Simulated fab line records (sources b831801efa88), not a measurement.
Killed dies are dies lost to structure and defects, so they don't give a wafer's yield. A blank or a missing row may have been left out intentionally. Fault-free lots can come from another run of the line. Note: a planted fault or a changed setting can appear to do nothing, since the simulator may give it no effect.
fab line records	flow sky130
record: lots: 6	wafers: 18	lastDay: 49
route steps=708 shown FIELD_ISO@17 NWELL@32 DNWELL@35 PWDE@45 PAD_OPEN@708
lots that met no fault: taken from a fault-free run of the same line
startH: the number of hours between the record's first day and the start of the first shown wafer of the lot	waitH: time in hours since the lot's previous step	" unchanged from the row above	L1.1+2: a row that stands for several wafers	- no value, or no start given	* or withheld: withheld	< > ~ a bound
route shown NAME@n: names a module that has steps shown in the file, with the first one's number in the route	usual: mean/standard deviation of fault-free wafers	same: alike in all rows	chamber/n: place in a boat	sites: readings site by site	_std_site: their standard deviation	_edge_site: the outer-site mean with the inner-site mean subtracted	radiusMm: for every site, how far away it sits from the centre of the wafer	mask NAME#n: copy n	behind: tool/chamber where the wafer was last shaped	hold: cause of the lot's hold/its duration in hours/its outcome	device: whichever transistor did not switch (one of n, p or np)	end of line: tests of these same wafers at the route's end	a step without rows: its recipe alone	killed: at the first sort, the dies lost to defects and structure; wafer yield is something else	map: a wafer's dies, x killed, . not, _ none there
set.NAME: the setting as run; set.NAME@STEP: as run at that earlier step	model.NAME: the simulator's own value behind a step, which no gauge read
a table for each step, a row for each wafer; lots at some steps of the route
services: from which hour (startH, from the record's first day; less than 0 if before it) a tool's chamber was out of use, for how many hours, and why
== steps ==
step: SKY_FIELD_ISO_STRIP_16
recipe: chemistry: O2/N2	powerW: 1400	pressureMtorr: 1500	platenTempC: withheld	o2FlowSccm: 3000	n2FlowSccm: 300	overashFraction: 0.5
usual: drypumpMotorCurrentA: 5.8/0.34	oesProductAu: 0.379/0.0046	stripTimeToEndpointS: 3.560/0.028
same: overashFraction: 0.5
lot.wafer	tool	chamber	startH	waitH	drypumpMotorCurrentA	oesProductAu	rfHoursCounterH	stripTimeToEndpointS
L307.3	plasmaAsher-03	1	39.72	0.1	5.8	0.376	-	3.529
L307.4	"	0	"	"	4.9	0.377	-	3.534
L307.6	"	1	"	"	5.8	0.376	-	3.571
L315.1	plasmaAsher-03	1	83.70	0.0	5.8	0.375	28	3.584
L315.2	"	0	"	"	4.9	0.386	28	3.599
L315.3	"	0	"	"	4.9	0.379	-	3.545
L316.2	plasmaAsher-04	1	87.79	0.0	6.0	0.384	42	3.606
L316.5	"	1	"	"	6.0	0.380	-	3.558
L316.6	"	0	"	"	5.8	0.372	-	3.557
L319.2	plasmaAsher-01	0	103.15	0.0	5.8	0.381	38	3.561
L319.5	"	1	"	"	5.9	0.376	-	3.596
L319.6	"	0	"	"	5.8	0.381	-	3.566
L320.3	plasmaAsher-01	0	108.38	0.1	5.9	0.369	-	3.563
L320.4	"	1	"	"	5.9	0.378	-	3.533
L320.5	"	0	"	"	5.8	0.370	-	3.508
L324.2	plasmaAsher-03	0	128.75	0.0	4.9	0.380	32	3.554
L324.3	"	0	"	"	4.9	0.382	-	3.485
L324.6	"	1	"	"	5.8	0.378	-	3.544
step: SKY_FIELD_ISO_ETCH_17
recipe: targetDepthA: 3420	maskMaterial: Si3N4	chemistry: HBr/Cl2/O2	target: Si	taperDeg: 5	icpW: 600	biasW: 150	pressureMtorr: 15	HBr_flow_sccm: 150	Cl2_flow_sccm: 40	O2_flow_sccm: 6	timeS: 97.7
usual: drypumpMotorCurrentA: 5.8/0.56	oesProductAu: 1.001/0.0077	throttleValvePct: 25.656/0.0096
lot.wafer	tool	chamber	startH	waitH	drypumpMotorCurrentA	oesProductAu	rfHoursCounterH	throttleValvePct
L307.3	rieSi-01	0	39.79	0.0	5.2	1.003	12	25.652
L307.4	"	2	"	"	6.4	1.023	124	25.633
L307.6	"	3	"	"	5.7	1.004	-	25.656
L315.1	rieSi-01	1	83.80	0.1	5.5	0.997	21	25.660
L315.2	"	0	"	"	5.2	0.989	12	25.666
L315.3	"	3	"	"	5.7	0.985	73	25.649
L316.2	rieSi-02	3	87.89	0.1	5.6	0.999	0	25.641
L316.5	"	3	"	"	5.6	1.011	-	25.657
L316.6	"	2	"	"	6.4	1.002	-	25.649
L319.2	rieSi-01	1	103.25	0.1	5.5	0.996	21	25.669
L319.5	"	0	"	"	5.2	1.007	-	25.671
L319.6	"	1	"	"	5.5	1.003	-	25.657
L320.3	rieSi-01	2	108.45	0.0	6.4	1.004	125	25.648
L320.4	"	3	"	"	5.7	0.999	74	25.655
L320.5	"	1	"	"	5.5	0.992	-	25.661
L324.2	rieSi-01	2	128.85	0.1	6.4	0.989	125	25.670
L324.3	"	3	"	"	5.7	1.011	74	25.663
L324.6	"	2	"	"	6.4	0.986	-	25.647
step: SKY_FIELD_ISO_WET_ETCH_18
recipe: chemistry: H3PO4	targetDepthNm: 25	tempC: 160	target: Si3N4	timeS: 286
step: SKY_FIELD_ISO_CLEAN_19
recipe: chemistry: SC1/SC2	mix: 1:4:20	tempC: 70	timeS: 150
step: SKY_FIELD_ISO_CLEAN_20
recipe: chemistry: dHF	timeS: 20	dilution: 100:1
step: SKY_FIELD_ISO_WET_ETCH_21
recipe: chemistry: dHF	dilution: 100:1	targetDepthNm: 20	dry: ipaMarangoni	target: SiO2	tempC: 25	timeS: 400
step: SKY_FIELD_ISO_OXIDATION_22
recipe: tempC: 950	ambient: O2	stabiliseS: 600	purgeS: 300	targetThkA: 100	oxTimeS: 623
step: SKY_FIELD_ISO_THK_MEAS_23
recipe: reads: SiO2_of_FIELD_ISO_OXIDATION_22
usual: FIELD_ISO_OXIDATION_01_THK: 10.00/0.18
lot.wafer	tool	chamber	startH	waitH	FIELD_ISO_OXIDATION_01_THK[nm]
L307.3	filmMetro-02	-	41.32	0.0	9.92
L307.4	"	-	"	"	10.01
L307.6	"	-	"	"	9.99
L315.1	filmMetro-03	-	85.82	0.0	9.69
L315.2	"	-	"	"	9.62
L315.3	"	-	"	"	9.65
L316.2	filmMetro-03	-	90.42	0.0	10.18
L316.5	"	-	"	"	10.18
L316.6	"	-	"	"	10.20
L319.2	filmMetro-02	-	105.55	0.0	10.20
L319.5	"	-	"	"	10.43
L319.6	"	-	"	"	10.15
L320.3	filmMetro-03	-	110.84	0.0	9.88
L320.4	"	-	"	"	9.82
L320.5	"	-	"	"	9.76
L324.2	filmMetro-01	-	130.37	0.0	10.34
L324.3	"	-	"	"	10.50
L324.6	"	-	"	"	10.24
step: SKY_FIELD_ISO_CVD_24
recipe: material: SiO2	targetThkNm: 595	tempC: 650	sigmaOpenFrac: 0.3	timeS: 99.2	sih4FlowSccm: 60	pressureMtorr: 6
step: SKY_FIELD_ISO_THK_MEAS_25
recipe: reads: SiO2_of_FIELD_ISO_CVD_24
usual: FIELD_ISO_CVD_24_THK: 594/5.3
lot.wafer	tool	chamber	startH	waitH	FIELD_ISO_CVD_24_THK[nm]
L307.3	filmMetro-01	-	41.46	0.1	588
L307.4	"	-	"	"	584
L307.6	"	-	"	"	591
L315.1	filmMetro-01	-	85.95	0.0	602
L315.2	"	-	"	"	595
L315.3	"	-	"	"	590
L316.2	filmMetro-03	-	90.55	0.0	600
L316.5	"	-	"	"	594
L316.6	"	-	"	"	595
L319.2	filmMetro-01	-	105.68	0.0	591
L319.5	"	-	"	"	601
L319.6	"	-	"	"	596
L320.3	filmMetro-01	-	110.97	0.1	602
L320.4	"	-	"	"	592
L320.5	"	-	"	"	599
L324.2	filmMetro-01	-	130.51	0.0	587
L324.3	"	-	"	"	588
L324.6	"	-	"	"	592
step: SKY_FIELD_ISO_ANNEAL_26
recipe: tempC: 1000	timeS: 1800	ambient: N2
step: SKY_FIELD_ISO_CMP_27
recipe: stopOn: Si3N4	tOverpolishS: 16	downForcePsi: 4	platenRpm: 60	targetThkNm: 457.8	padVelocityMS: 0.94248
usual: motorCurrentA: 12.0/1.7	overpolishRunS: 15.999/0.008	slurryFlowMlMin: 150.0/0.47	timeToEndpointS: 111/3.4
lot.wafer	tool	chamber	startH	waitH	motorCurrentA	overpolishRunS	slurryFlowMlMin	timeToEndpointS
L307.3	cmp-02	3	44.48	0.0	13.5	16.000	149.4	111
L307.4	"	2	"	"	14.9	16.000	150.6	108
L307.6	"	0	"	"	11.2	16.002	150.1	108
L315.1	cmp-01	3	89.24	0.0	9.8	15.989	150.2	114
L315.2	"	0	"	"	9.9	16.004	149.7	108
L315.3	"	2	"	"	13.9	16.001	149.6	108
L316.2	cmp-01	2	94.35	0.1	13.2	15.988	149.3	109
L316.6	"	1	"	"	13.1	16.006	150.0	114
L316.5	"	2	"	"	13.3	15.996	149.4	111
L319.2	cmp-01	2	108.16	0.1	13.2	15.994	150.3	109
L319.5	"	1	"	"	12.5	16.011	148.8	114
L319.6	"	2	"	"	12.8	15.984	150.0	108
L320.3	cmp-01	2	112.75	0.1	13.7	16.005	149.1	109
L320.4	"	3	"	"	9.6	15.997	150.8	114
L320.5	"	2	"	"	13.7	16.000	149.4	112
L324.2	cmp-02	2	132.16	0.1	13.6	15.995	150.8	107
L324.3	"	3	"	"	14.1	16.007	150.0	106
L324.6	"	0	"	"	12.0	16.008	149.7	106
step: SKY_FIELD_ISO_WET_ETCH_28
recipe: chemistry: dHF	targetDepthNm: 23.7	target: SiO2	dilution: 10:1	tempC: 25	timeS: 47
lot.wafer	tool	chamber	startH	waitH
L307.3+4+6	wetBench-01	3	44.78	0.2
L315.1+2+3	wetBench-04	1	89.54	0.2
L316.2+5+6	wetBench-04	3	94.60	0.2
L319.2+5+6	wetBench-02	1	108.41	0.2
L320.3+4+5	wetBench-01	2	113.00	0.2
L324.2+3+6	wetBench-02	1	132.36	0.1
step: SKY_FIELD_ISO_WET_ETCH_29
recipe: chemistry: H3PO4	targetDepthNm: 160	target: Si3N4	tempC: 160	timeS: 1825
step: SKY_FIELD_ISO_WET_ETCH_30
recipe: chemistry: dHF	targetDepthNm: 25	target: SiO2	dilution: 10:1	tempC: 25	timeS: 50
step: SKY_NWELL_CLEAN_00
recipe: chemistry: SC1/SC2	mix: 1:4:20	tempC: 70	timeS: 150	dry: n2Spin
step: SKY_NWELL_OXIDATION_01
recipe: tempC: 900	ambient: O2	stabiliseS: 600	purgeS: 300	targetThkA: 100	oxTimeS: 1418
step: SKY_NWELL_THK_MEAS_02
recipe: reads: SiO2_of_NWELL_OXIDATION_01
usual: NWELL_OXIDATION_THK: 9.95/0.18
lot.wafer	tool	chamber	startH	waitH	NWELL_OXIDATION_THK[nm]
L307.3	filmMetro-04	-	47.39	0.0	9.78
L307.4	"	-	"	"	9.74
L307.6	"	-	"	"	9.75
L315.1	filmMetro-01	-	92.80	0.0	9.81
L315.2	"	-	"	"	9.79
L315.3	"	-	"	"	9.79
L316.2	filmMetro-04	-	98.04	0.0	10.33
L316.5	"	-	"	"	10.22
L316.6	"	-	"	"	10.17
L319.2	filmMetro-04	-	111.21	0.0	10.00
L319.5	"	-	"	"	10.21
L319.6	"	-	"	"	9.97
L320.3	filmMetro-04	-	115.09	0.0	9.56
L320.4	"	-	"	"	9.71
L320.5	"	-	"	"	9.84
L324.2	filmMetro-04	-	134.37	0.0	10.05
L324.3	"	-	"	"	10.04
L324.6	"	-	"	"	10.25
step: SKY_DNWELL_DEHYDRATE_00
recipe: tempC: 200	timeS: 60
step: SKY_DNWELL_HMDS_01
recipe: primeTimeS: 60	primeTempC: 120
step: SKY_DNWELL_COAT_02
recipe: spinRpm: 2000	resistThkNm: 3000
step: SKY_DNWELL_SOFTBAKE_03
recipe: tempC: 110	timeS: withheld
step: SKY_DNWELL_EXPOSE_04
recipe: maskId: DNM	na: 0.57	targetCdNm: 3000	doseMj: 222
step: SKY_DNWELL_PEB_05
recipe: tempC: 115	timeS: withheld
step: SKY_DNWELL_DEVELOP_06
recipe: wallAngleDeg: 90	developer: TMAH	developTimeS: 60	devTempC: 23
step: SKY_DNWELL_IMPLANT_07
recipe: species: P	energyKev: withheld	doseCm2: withheld	tiltDeg: withheld
step: SKY_DNWELL_STRIP_08
recipe: chemistry: O2/N2	powerW: 1400	pressureMtorr: 1500	platenTempC: withheld	o2FlowSccm: 3000	n2FlowSccm: 300	overashFraction: 0.5
usual: drypumpMotorCurrentA: 5.7/0.32	oesProductAu: 0.723/0.0047	stripTimeToEndpointS: 36.98/0.11
same: overashFraction: 0.5
lot.wafer	tool	chamber	startH	waitH	drypumpMotorCurrentA	oesProductAu	rfHoursCounterH	stripTimeToEndpointS
L307.3	plasmaAsher-04	1	62.81	0.1	6.0	0.722	-	36.97
L307.4	"	0	"	"	5.8	0.728	-	36.87
L307.6	"	0	"	"	5.8	0.721	-	37.01
L315.1	plasmaAsher-04	0	110.53	0.1	5.8	0.728	45	37.09
L315.2	"	1	"	"	6.0	0.726	45	36.90
L315.3	"	1	"	"	6.0	0.726	-	36.95
L316.2	plasmaAsher-03	0	115.57	0.1	4.9	0.721	30	36.98
L316.5	"	1	"	"	5.8	0.720	-	36.96
L316.6	"	0	"	"	4.9	0.716	-	36.99
L319.2	plasmaAsher-02	0	129.83	0.1	5.7	0.725	2	37.10
L319.5	"	1	"	"	5.8	0.719	-	37.19
L319.6	"	0	"	"	5.7	0.715	-	37.15
L320.3	plasmaAsher-02	0	134.31	0.1	5.7	0.718	-	36.83
L320.4	"	1	"	"	5.8	0.720	-	36.79
L320.5	"	1	"	"	5.8	0.724	-	36.87
L324.2	plasmaAsher-02	1	154.28	0.1	5.8	0.728	5	37.10
L324.3	"	1	"	"	5.8	0.729	-	37.12
L324.6	"	1	"	"	5.8	0.724	-	37.00
step: SKY_DNWELL_TW_MEAS_09
usual: DNWELL_TW: 1124/9.3
lot.wafer	tool	chamber	startH	waitH	DNWELL_TW
L307.3	filmMetro-01	-	62.90	0.1	1129
L307.4	"	-	"	"	1134
L307.6	"	-	"	"	1137
L315.1	filmMetro-04	-	110.63	0.1	1125
L315.2	"	-	"	"	1118
L315.3	"	-	"	"	1123
L316.2	filmMetro-04	-	115.68	0.1	1118
L316.5	"	-	"	"	1117
L316.6	"	-	"	"	1123
L319.2	filmMetro-02	-	129.94	0.1	1125
L319.5	"	-	"	"	1125
L319.6	"	-	"	"	1127
L320.3	filmMetro-02	-	134.44	0.1	1130
L320.4	"	-	"	"	1125
L320.5	"	-	"	"	1127
L324.2	filmMetro-02	-	154.39	0.1	1123
L324.3	"	-	"	"	1128
L324.6	"	-	"	"	1127
step: SKY_PWDE_DEHYDRATE_00
recipe: tempC: 200	timeS: 60
step: SKY_PWDE_HMDS_01
recipe: primeTimeS: 60	primeTempC: 120
step: SKY_PWDE_COAT_02
recipe: spinRpm: 2000	resistThkNm: 3000
step: SKY_PWDE_SOFTBAKE_03
recipe: tempC: 110	timeS: withheld
step: SKY_PWDE_EXPOSE_04
recipe: maskId: PWDEM	na: 0.6	sourceShape: conventional	sigmaOuter: 0.6	polarization: unpolarized	targetCdNm: 840	doseMj: 214
step: SKY_PWDE_PEB_05
recipe: tempC: 115	timeS: withheld
step: SKY_PWDE_DEVELOP_06
recipe: wallAngleDeg: 90	developer: TMAH	developTimeS: 60	devTempC: 23
step: SKY_PWDE_OVL_MEAS_07
usual: PWDE_OVL: -1.2/1.4
lot.wafer	tool	chamber	startH	waitH	PWDE_OVL[nm]
L307.3	overlay-01	-	79.28	-	-2.6
L307.4	"	-	"	"	-4.4
L307.6	"	-	"	"	-1.0
L315.1	overlay-01	-	129.18	-	-3.3
L315.2	"	-	"	"	-3.1
L315.3	"	-	"	"	-3.2
L316.2	overlay-02	-	134.43	-	-1.3
L316.5	"	-	"	"	-1.0
L316.6	"	-	"	"	0.3
L319.2	overlay-02	-	149.79	-	-1.2
L319.5	"	-	"	"	-1.4
L319.6	"	-	"	"	-1.7
L320.3	overlay-01	-	153.99	-	0.4
L320.4	"	-	"	"	-1.0
L320.5	"	-	"	"	-1.4
L324.2	overlay-02	-	174.09	-	-1.6
L324.3	"	-	"	"	-1.4
L324.6	"	-	"	"	-0.8
step: SKY_PWDE_IMPLANT_08
recipe: species: B	energyKev: 150	doseCm2: 3.6e+12	tiltDeg: withheld
step: SKY_PWDE_STRIP_09
recipe: chemistry: O2/N2	powerW: 1400	pressureMtorr: 1500	platenTempC: withheld	o2FlowSccm: 3000	n2FlowSccm: 300	overashFraction: 0.5
usual: drypumpMotorCurrentA: 5.83/0.1	oesProductAu: 0.722/0.0046	stripTimeToEndpointS: 36.97/0.095
same: overashFraction: 0.5
lot.wafer	tool	chamber	startH	waitH	drypumpMotorCurrentA	oesProductAu	rfHoursCounterH	stripTimeToEndpointS
L307.3	plasmaAsher-02	1	79.49	0.1	5.79	0.718	-	37.01
L307.4	"	0	"	"	5.72	0.726	-	37.14
L307.6	"	1	"	"	5.78	0.729	-	37.03
L315.1	plasmaAsher-02	1	129.37	0.1	5.78	0.724	1	36.78
L315.2	"	0	"	"	5.73	0.718	1	36.84
L315.3	"	0	"	"	5.72	0.723	-	36.74
L316.2	plasmaAsher-02	1	134.61	0.1	5.78	0.721	3	36.95
L316.5	"	0	"	"	5.73	0.725	-	37.11
L316.6	"	1	"	"	5.80	0.721	-	36.98
L319.2	plasmaAsher-02	1	149.97	0.1	5.79	0.720	5	36.85
L319.5	"	1	"	"	5.79	0.725	-	36.89
L319.6	"	0	"	"	5.71	0.725	-	36.86
L320.3	plasmaAsher-02	1	154.20	0.1	5.80	0.713	-	36.96
L320.4	"	0	"	"	5.74	0.729	-	36.98
L320.5	"	1	"	"	5.79	0.726	-	37.14
L324.2	plasmaAsher-01	0	174.27	0.1	5.84	0.718	45	36.96
L324.3	"	1	"	"	5.94	0.719	-	36.90
L324.6	"	1	"	"	5.95	0.724	-	36.94
step: SKY_PWDE_TW_MEAS_10
usual: PWDE_TW: 377.3/2.5
lot.wafer	tool	chamber	startH	waitH	PWDE_TW
L307.3	filmMetro-01	-	79.58	0.1	383.9
L307.4	"	-	"	"	382.5
L307.6	"	-	"	"	380.2
L315.1	filmMetro-04	-	129.47	0.1	375.8
L315.2	"	-	"	"	372.8
L315.3	"	-	"	"	374.7
L316.2	filmMetro-04	-	134.72	0.1	374.3
L316.5	"	-	"	"	372.1
L316.6	"	-	"	"	374.7
L319.2	filmMetro-04	-	150.08	0.1	375.6
L319.5	"	-	"	"	375.2
L319.6	"	-	"	"	371.6
L320.3	filmMetro-04	-	154.29	0.1	372.6
L320.4	"	-	"	"	375.7
L320.5	"	-	"	"	375.8
L324.2	filmMetro-04	-	174.38	0.1	377.7
L324.3	"	-	"	"	377.0
L324.6	"	-	"	"	375.1
step: SKY_NWELL_DEHYDRATE_03
recipe: tempC: 200	timeS: 60
step: SKY_NWELL_HMDS_04
recipe: primeTimeS: 60	primeTempC: 120
step: SKY_NWELL_COAT_05
recipe: spinRpm: 2000	resistThkNm: 3000
step: SKY_PAD_OPEN_PROBE_99
usual: killed_at_M0_to_M3: 44/7.7	killed_at_M4_up: 3.2/1.7	killedAtContacts: 24/5.3	killedAtFrontEnd: 15/4.3	killedAtOther: 0.3/0.57	killedDies: 87/11	killedOnRim: 17/3.8	killedOpen: 47/7.4	killedShort: 40/6.5
same: grossDies: 492	killedAtBackSide: 0
lot.wafer	tool	chamber	startH	waitH	hold	killed_at_M0_to_M3	killed_at_M4_up	killedAtContacts	killedAtFrontEnd	killedAtOther	killedDies	killedOnRim	killedOpen	killedShort
L307.3	prober-02	-	1090.83	0.2	-	54	3	19	18	1	95	13	56	39
L307.4	prober-02	-	1090.88	0.2	-	33	1	15	10	1	60	12	29	31
L307.6	prober-02	-	1090.98	0.2	-	38	4	22	17	0	81	14	40	41
L315.1	prober-02	-	1138.82	0.1	awaitDispo/8.1h/release	49	4	22	67	0	142	18	52	37
L315.2	prober-02	-	1138.87	0.1	awaitDispo/8.1h/release	53	1	19	63	0	136	14	41	35
L315.3	prober-02	-	1138.92	0.2	awaitDispo/8.1h/release	37	1	27	72	1	138	19	39	38
L316.2	prober-01	-	1144.25	0.1	awaitDispo/2.5h/release	59	5	27	36	1	128	31	52	48
L316.5	prober-01	-	1144.40	0.2	awaitDispo/2.5h/release	49	1	14	45	0	109	21	39	39
L316.6	prober-01	-	1144.45	0.2	awaitDispo/2.5h/release	41	4	34	40	0	119	27	48	45
L319.2	prober-01	-	1155.81	0.1	-	38	4	19	17	1	79	24	46	32
L319.5	prober-01	-	1155.96	0.2	-	44	4	22	17	2	89	18	46	42
L319.6	prober-01	-	1156.01	0.2	-	48	2	26	23	1	100	18	50	50
L320.3	prober-02	-	1162.39	0.2	-	33	3	23	16	0	75	10	41	33
L320.4	prober-02	-	1162.44	0.2	-	35	5	26	20	0	86	18	50	36
L320.5	prober-02	-	1162.49	0.2	-	44	4	23	15	0	86	23	52	34
L324.2	prober-01	-	1179.60	0.1	-	41	0	37	21	0	99	16	59	40
L324.3	prober-01	-	1179.65	0.2	-	43	4	30	14	0	91	19	45	46
L324.6	prober-01	-	1179.80	0.2	-	43	6	23	21	0	93	23	57	36
killed by level:class
L307.3 VIA2:geometricParticle:open=13 VIA1:geometricParticle:open=12 VIA3:geometricParticle:open=12 LI_CONTACT:geometricParticle:open=6 VIA3:geometricParticle:short=5 POLY_GATE:geometricParticle:short=4 POLY_GATE:geometricParticle:open=4 CONTACT:geometricParticle:short=4
L307.4 VIA1:geometricParticle:open=6 METAL2:geometricParticle:short=6 CONTACT:geometricParticle:open=5 LOCAL_INTERCONNECT:geometricParticle:short=4 METAL1:geometricParticle:short=4 VIA2:geometricParticle:open=4 VIA3:geometricParticle:short=4 VIA3:geometricParticle:open=4
L307.6 CONTACT:geometricParticle:open=9 VIA1:geometricParticle:open=9 FIELD_ISO:geometricParticle:short=7 POLY_GATE:geometricParticle:short=5 LI_CONTACT:geometricParticle:open=5 METAL2:geometricParticle:short=5 VIA3:geometricParticle:open=5 CONTACT:geometricParticle:short=4
L315.1 FIELD_ISO:unspecified=53 VIA1:geometricParticle:open=11 LI_CONTACT:geometricParticle:open=10 METAL1:geometricParticle:short=9 CONTACT:geometricParticle:open=8 VIA1:geometricParticle:short=7 METAL1:geometricParticle:open=5 VIA3:geometricParticle:open=5
L315.2 FIELD_ISO:unspecified=60 VIA1:geometricParticle:open=16 METAL1:geometricParticle:short=7 CONTACT:geometricParticle:open=7 VIA3:geometricParticle:open=7 VIA1:geometricParticle:short=6 VIA2:geometricParticle:short=5 VIA2:geometricParticle:open=5
L315.3 FIELD_ISO:unspecified=60 CONTACT:geometricParticle:open=10 LI_CONTACT:geometricParticle:open=7 VIA2:geometricParticle:open=7 VIA1:geometricParticle:short=7 METAL2:geometricParticle:short=5 FIELD_ISO:geometricParticle:short=4 METAL1:geometricParticle:short=4
L316.2 FIELD_ISO:unspecified=28 VIA1:geometricParticle:open=20 METAL1:geometricParticle:short=8 CONTACT:geometricParticle:open=7 VIA3:geometricParticle:short=6 VIA1:geometricParticle:short=6 VIA2:geometricParticle:open=6 LI_CONTACT:geometricParticle:short=5
L316.5 FIELD_ISO:unspecified=31 VIA1:geometricParticle:open=11 METAL1:geometricParticle:short=9 METAL2:geometricParticle:short=8 VIA2:geometricParticle:open=8 FIELD_ISO:geometricParticle:open=6 VIA3:geometricParticle:open=5 POLY_GATE:geometricParticle:short=4
L316.6 FIELD_ISO:unspecified=26 CONTACT:geometricParticle:open=18 VIA1:geometricParticle:open=8 LI_CONTACT:geometricParticle:open=6 METAL2:geometricParticle:short=6 METAL1:geometricParticle:short=6 VIA3:geometricParticle:short=5 FIELD_ISO:geometricParticle:short=4
L319.2 CONTACT:geometricParticle:open=11 VIA1:geometricParticle:open=8 POLY_GATE:geometricParticle:open=7 METAL2:geometricParticle:short=7 VIA3:geometricParticle:open=5 FIELD_ISO:geometricParticle:open=4 METAL1:geometricParticle:short=4 VIA2:geometricParticle:open=4
L319.5 VIA1:geometricParticle:open=12 LI_CONTACT:geometricParticle:open=8 VIA3:geometricParticle:open=6 CONTACT:geometricParticle:open=6 FIELD_ISO:geometricParticle:short=5 FIELD_ISO:geometricParticle:open=4 POLY_GATE:geometricParticle:open=4 VIA2:geometricParticle:short=4
L319.6 VIA1:geometricParticle:open=15 CONTACT:geometricParticle:open=8 VIA1:geometricParticle:short=8 FIELD_ISO:geometricParticle:short=6 CONTACT:geometricParticle:short=5 POLY_GATE:geometricParticle:short=5 LI_CONTACT:geometricParticle:short=5 METAL1:geometricParticle:short=5
L320.3 VIA3:geometricParticle:open=7 CONTACT:geometricParticle:open=7 CONTACT:geometricParticle:short=7 VIA1:geometricParticle:open=6 FIELD_ISO:geometricParticle:open=5 LI_CONTACT:geometricParticle:open=5 VIA2:geometricParticle:open=5 FIELD_ISO:geometricParticle:short=4
L320.4 CONTACT:geometricParticle:open=10 LI_CONTACT:geometricParticle:open=8 VIA3:geometricParticle:open=7 VIA1:geometricParticle:open=6 SPACER:geometricParticle:open=5 POLY_GATE:geometricParticle:short=4 METAL1:geometricParticle:short=4 METAL2:geometricParticle:short=4
L320.5 VIA1:geometricParticle:open=12 CONTACT:geometricParticle:open=11 VIA3:geometricParticle:open=8 LI_CONTACT:geometricParticle:open=6 METAL2:geometricParticle:short=5 LI_CONTACT:geometricParticle:short=4 METAL1:geometricParticle:short=4 VIA1:geometricParticle:short=4
L324.2 CONTACT:geometricParticle:open=16 VIA3:geometricParticle:open=11 CONTACT:geometricParticle:short=7 VIA2:geometricParticle:open=7 METAL2:geometricParticle:short=7 METAL1:geometricParticle:short=6 POLY_GATE:geometricParticle:open=5 VIA1:geometricParticle:open=5
L324.3 CONTACT:geometricParticle:open=12 METAL3:geometricParticle:short=8 LI_CONTACT:geometricParticle:open=7 VIA1:geometricParticle:short=7 VIA1:geometricParticle:open=6 VIA3:geometricParticle:open=6 VIA2:geometricParticle:open=5 CONTACT:geometricParticle:short=5
L324.6 VIA2:geometricParticle:open=9 CONTACT:geometricParticle:open=9 LI_CONTACT:geometricParticle:open=8 VIA3:geometricParticle:open=6 FIELD_ISO:geometricParticle:open=5 VIA1:geometricParticle:open=5 METAL2:geometricParticle:short=5 POLY_GATE:geometricParticle:open=4
map L315.1 (x killed, . not)
__________...x.x...x_________
________.........x...._______
______.xx.....x.x......._____
_____......x..xx...x..x..____
____.......x.x.x...x......___
___....x.....x.xxx..xx..x..__
__....x.xx..xxxxxxxx.......x_
_......x...xxxxxxxxxxx.x.....
_.....x...xxxxxxxxxxx........
_.x........x.xxxxxxxxx.x....x
_..x.......x.xxxxxxx.........
_....x.......xxxxxx.x.....x..
_.....x.x.x..x........x.x.xxx
_.............xx...xxx....xxx
_x.........x...x.x...........
__........x.x........x....x._
___x......x...xx...x....x.x__
____.........x..x.x......x___
_____..x.x..x.......x....____
______..x.....x...xx..x._____
________....xx.....x.._______
__________....x....._________
map L316.2 (x killed, . not)
__________..x..x...._________
________..x.x........x_______
______...x.xx...x..x...._____
_____....x...xx...x......____
____........x........x...x___
___..x..x.......x........xx__
__....x......x..x..xx....x.._
_....x....x.x.......x......xx
_..x........x...x.x...x..xx..
_...........x..x..x..x.x.....
_.x....x...........x.........
_........x....x..x........x.x
_.......xxxx..xx.x......x.xxx
_......x..x...x....x.xx.xxxxx
_x...............x.x..x.xxxxx
__x.............x.xxx..xxxxx_
___x.x..x.........x...xxxxx__
____xx.x........x....x.xxx___
_____......xx..x........x____
______x...xx..x.....xxx._____
________..xxxx........_______
__________.........x_________
== services ==
tool	chamber	startH	hours	kind
cmp-02	-	23.30	1.0	repair
cmp-01	-	28.54	1.4	repair
cmp-02	-	31.30	4.3	pm
plasmaAsher-02	-	33.59	4.4	repair
plasmaAsher-01	-	34.54	7.7	repair
plasmaAsher-02	-	38.82	5.7	repair
rieSi-01	-	40.85	28.1	pm
rieSi-02	2	51.99	7.4	repair
plasmaAsher-03	-	60.67	6.4	repair
cmp-02	-	64.00	4.0	pm
cmp-01	-	71.52	0.9	repair
cmp-01	-	71.85	1.1	repair
plasmaAsher-03	-	88.68	14.6	pm
cmp-02	-	95.06	4.3	repair
plasmaAsher-02	-	108.75	9.0	pm
plasmaAsher-02	0	108.75	9.0	ventCycle
cmp-01	-	115.92	8.3	pm
wetBench-02	-	116.71	4.4	pm
plasmaAsher-01	-	122.45	14.6	pm
plasmaAsher-04	-	123.92	31.8	pm
cmp-01	-	125.21	14.4	repair
cmp-02	-	148.09	5.9	pm
plasmaAsher-04	-	155.69	4.3	pm
wetBench-02	-	171.74	4.1	repair
== key ==
firstSign: step: SKY_PAD_OPEN_PROBE_99	reading: killedAtFrontEnd	direction: up	sigmas: 9	usual: 15	struck: 54
effect: step: SKY_PAD_OPEN_PROBE_99	reading: killedDies	direction: up	sigmas: 3.8	usual: 87	struck: 129	wafersMoved: 5
metAt SKY_FIELD_ISO_WET_ETCH_28
struckWafers L315.1,L315.2,L315.3,L316.2,L316.5,L316.6
testerLeftOut L315,L316
fault: kind: chamberParticleSource	tool: wetBench-04	chamber: -	onsetH: 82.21	steps: SKY_FIELD_ISO_WET_ETCH_28	ratePerVisitCm2: 1.0911	endH: 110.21
testerLeftOut: of these lots the tester's yield and bins aren't shown, on N5 and GAA mostly nor the transistor test; their killed dies are dies lost to structure and defects alone, not to doping, threshold or leakage, so they don't give the yield
